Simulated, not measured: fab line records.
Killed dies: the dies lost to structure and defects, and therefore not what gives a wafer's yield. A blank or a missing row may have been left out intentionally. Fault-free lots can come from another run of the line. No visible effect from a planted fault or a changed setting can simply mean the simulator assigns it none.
Commonality check across tools + flow gf180mcu + 13 lots, 45 wafers sampled

WHAT PROMPTED THE OPENING
At GF_DUAL_GATE_OVL_MEAS_11 the reading DUAL_GATE_OVL is flagged on 2 of 13 lots. Wafers without a fault read 1.5 nm, standard deviation 1.5.
Rule: flag the lot when none of its wafers has a number, or when each of its wafers that has one lies beyond 4 standard deviations from that mean. The rest of the lots are taken to be sound.

| lot  | measured     | on         | DUAL_GATE_OVL (nm), wafer by wafer | flag    |
|------|--------------|------------|------------------------------------|---------|
| L660 | day 8 08:01  | overlay-02 | 3.6 2.6 4.3                        |         |
| L661 | day 8 13:34  | overlay-02 | 0.6 -0.7 0.2                       |         |
| L662 | day 8 19:55  | overlay-01 | 2.5 0.0 2.2                        |         |
| L663 | day 9 05:31  | overlay-02 | 2.8 1.6 2.6                        |         |
| L664 | day 9 11:17  | overlay-02 | 0.6 -0.1 1.0                       |         |
| L665 | day 9 18:20  | overlay-01 | 0.3 1.3 1.2                        |         |
| L667 | day 10 06:28 | overlay-02 | 1.2 -0.5 0.4                       |         |
| L674 | day 12 12:52 | overlay-01 | 11.5 10.4 10.3 9.1 8.0 8.1         | FLAGGED |
| L675 | day 12 15:34 | overlay-01 | 12.2 13.5 13.0 9.5 11.5 11.0       | FLAGGED |
| L677 | day 13 12:13 | overlay-01 | 2.0 -0.7 -1.6                      |         |
| L680 | day 14 11:04 | overlay-02 | 1.3 0.1 0.6                        |         |
| L681 | day 14 15:34 | overlay-01 | 2.7 3.9 2.9                        |         |
| L683 | day 15 05:49 | overlay-01 | 2.7 3.7 3.1                        |         |
On average the flagged lots' numbers are 10.7 nm, which is +9.2 nm against the usual, or +6 standard deviations.

EACH LOT AND THE TOOL IT RAN ON
The record holds 2 process steps before the reading, out of a route of 602 steps. Every cell lists first the tool, next ch and the chambers used by the sampled wafers, and last the start.
| lot  | flag    | GF_VT_IMPLANT_RTA_45             | GF_DUAL_GATE_EXPOSE_08              |
|------|---------|----------------------------------|-------------------------------------|
| L660 |         | rtp-anneal-01 ch 0, day 7 12:58  | iline-stepper-02 ch 0, day 7 23:40  |
| L661 |         | rtp-anneal-02 ch 0, day 7 18:56  | iline-stepper-01 ch 0, day 8 05:28  |
| L662 |         | rtp-anneal-02 ch 0, day 8 00:22  | iline-stepper-02 ch 0, day 8 11:50  |
| L663 |         | rtp-anneal-01 ch 0, day 8 10:26  | iline-stepper-02 ch 0, day 8 21:05  |
| L664 |         | rtp-anneal-01 ch 0, day 8 16:22  | iline-stepper-01 ch 0, day 9 03:31  |
| L665 |         | rtp-anneal-01 ch 0, day 8 21:50  | iline-stepper-02 ch 0, day 9 09:50  |
| L667 |         | rtp-anneal-02 ch 0, day 9 11:07  | iline-stepper-01 ch 0, day 9 23:04  |
| L674 | FLAGGED | rtp-anneal-02 ch 0, day 11 15:47 | iline-stepper-02 ch 0, day 12 02:43 |
| L675 | FLAGGED | rtp-anneal-01 ch 0, day 11 17:08 | iline-stepper-02 ch 0, day 12 05:14 |
| L677 |         | rtp-anneal-02 ch 0, day 12 13:31 | iline-stepper-01 ch 0, day 13 01:43 |
| L680 |         | rtp-anneal-01 ch 0, day 13 11:28 | iline-stepper-01 ch 0, day 14 00:50 |
| L681 |         | rtp-anneal-01 ch 0, day 13 13:37 | iline-stepper-01 ch 0, day 14 05:16 |
| L683 |         | rtp-anneal-02 ch 0, day 14 06:38 | iline-stepper-01 ch 0, day 14 19:19 |
What the steps here do:
- GF_VT_IMPLANT_RTA_45: time 30 s.
- GF_DUAL_GATE_EXPOSE_08: exposes mask Dualgate, target cd 700 nm.
- GF_DUAL_GATE_OVL_MEAS_11

FLAGGED AGAINST TOTAL, ONE TOOL AT A TIME (gauges that did the reading follow at the end)
| step                     | tool             | lots run | flagged | share of the flagged lots | sound lots run after its first flagged lot |
|--------------------------|------------------|----------|---------|---------------------------|--------------------------------------------|
| GF_VT_IMPLANT_RTA_45     | rtp-anneal-01    | 7        | 1       | some                      | 2 (L680,L681)                              |
| GF_VT_IMPLANT_RTA_45     | rtp-anneal-02    | 6        | 1       | some                      | 2 (L677,L683)                              |
| GF_DUAL_GATE_EXPOSE_08   | iline-stepper-01 | 7        | 0       | none                      | -                                          |
| GF_DUAL_GATE_EXPOSE_08   | iline-stepper-02 | 6        | 2       | all                       | 0                                          |
| GF_DUAL_GATE_OVL_MEAS_11 | overlay-01       | 7        | 2       | all                       | 3 (L677,L681,L683)                         |
| GF_DUAL_GATE_OVL_MEAS_11 | overlay-02       | 6        | 0       | none                      | -                                          |

THE TABLE: WHAT IT ALLOWS
Every flagged lot went through 2 rows of the table: iline-stepper-02 at GF_DUAL_GATE_EXPOSE_08 and overlay-01 at GF_DUAL_GATE_OVL_MEAS_11.
- iline-stepper-02 at GF_DUAL_GATE_EXPOSE_08 ran 6 lots, 2 of them flagged. A fault beginning between L665 (day 9 09:50), its last sound lot, and L674 (day 12 02:43), its first flagged one, fits the data.
- overlay-01 at GF_DUAL_GATE_OVL_MEAS_11 ran 7 lots, 2 of them flagged. Sound lots ran on it after the first flagged one (L677, L681, L683), which a lasting fault on the whole tool wouldn't allow.
Just one tool remains: iline-stepper-02 at GF_DUAL_GATE_EXPOSE_08.

WHAT WAS PUT IN BY THE SIMULATOR
Scanner matching overlay: iline-stepper-02, from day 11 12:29 on, at GF_DUAL_GATE_EXPOSE_08. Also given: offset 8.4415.
Shown lots that were struck: L674, L675. The rule above found the same.
